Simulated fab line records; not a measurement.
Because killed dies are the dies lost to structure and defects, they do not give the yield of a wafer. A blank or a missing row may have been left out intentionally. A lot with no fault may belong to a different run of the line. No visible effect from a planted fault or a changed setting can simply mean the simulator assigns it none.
What tool caused it? :: flow sky130 :: 33 wafers sampled from 11 lots at 1 step of a route of 708

== WHAT EACH GAUGE READ, for each wafer ==
SKY_VT_ADJUST_NCORE_TW_MEAS_11.
lot: L234
measured: day 8 09:08
on: film_metro-02
VT_ADJUST_NCORE_TW: 221.1 220.5 219.9

lot: L235
measured: day 8 21:26
on: film_metro-03
VT_ADJUST_NCORE_TW: 222.3 220.7 221.2

lot: L239
measured: day 10 03:35
on: film_metro-02
VT_ADJUST_NCORE_TW: 221.8 220.8 220.9

lot: L240
measured: day 10 09:56
on: film_metro-04
VT_ADJUST_NCORE_TW: 221.4 222.5 223.0

lot: L241
measured: day 10 12:32
on: film_metro-03
VT_ADJUST_NCORE_TW: 218.5 219.0 220.2

lot: L245
measured: day 11 18:57
on: film_metro-03
VT_ADJUST_NCORE_TW: 219.2 220.3 219.8

lot: L248
measured: day 12 21:00
on: film_metro-02
VT_ADJUST_NCORE_TW: 219.1 219.4 220.3

lot: L249
measured: day 13 02:23
on: film_metro-04
VT_ADJUST_NCORE_TW: 220.6 220.9 221.2

lot: L250
measured: day 13 08:37
on: film_metro-03
VT_ADJUST_NCORE_TW: 218.8 217.8 218.9

lot: L251
measured: day 13 17:10
on: film_metro-04
VT_ADJUST_NCORE_TW: 220.1 220.4 219.3

lot: L257
measured: day 15 07:15
on: film_metro-03
VT_ADJUST_NCORE_TW: 217.8 217.5 216.5

== WHICH TOOL RAN EACH LOT (tool, then ch and the chambers of the sampled wafers, then the start) ==
Before these readings, the record contains no process step.

== THE ANSWER, worked out from the rows above alone ==
Rule: what is usual is taken from the lots themselves. Put in order of their means at a reading, lots are off if they are a third of the lots or fewer, leave a main group of 4 or more, and stand apart from it by a gap of 3 or more times the standard deviation of the main group's means; of several such gaps the widest counts. If all means in a main group match to the digits the tables above print for the reading, that group is not used. A lot without any number at a reading at which 4 lots or more have one is off too. All remaining lots with rows at the step are treated as sound.
Across all readings shown, no lot is off: no conclusion can be drawn from this.

== WHAT HAD BEEN PUT IN BY THE SIMULATOR ==
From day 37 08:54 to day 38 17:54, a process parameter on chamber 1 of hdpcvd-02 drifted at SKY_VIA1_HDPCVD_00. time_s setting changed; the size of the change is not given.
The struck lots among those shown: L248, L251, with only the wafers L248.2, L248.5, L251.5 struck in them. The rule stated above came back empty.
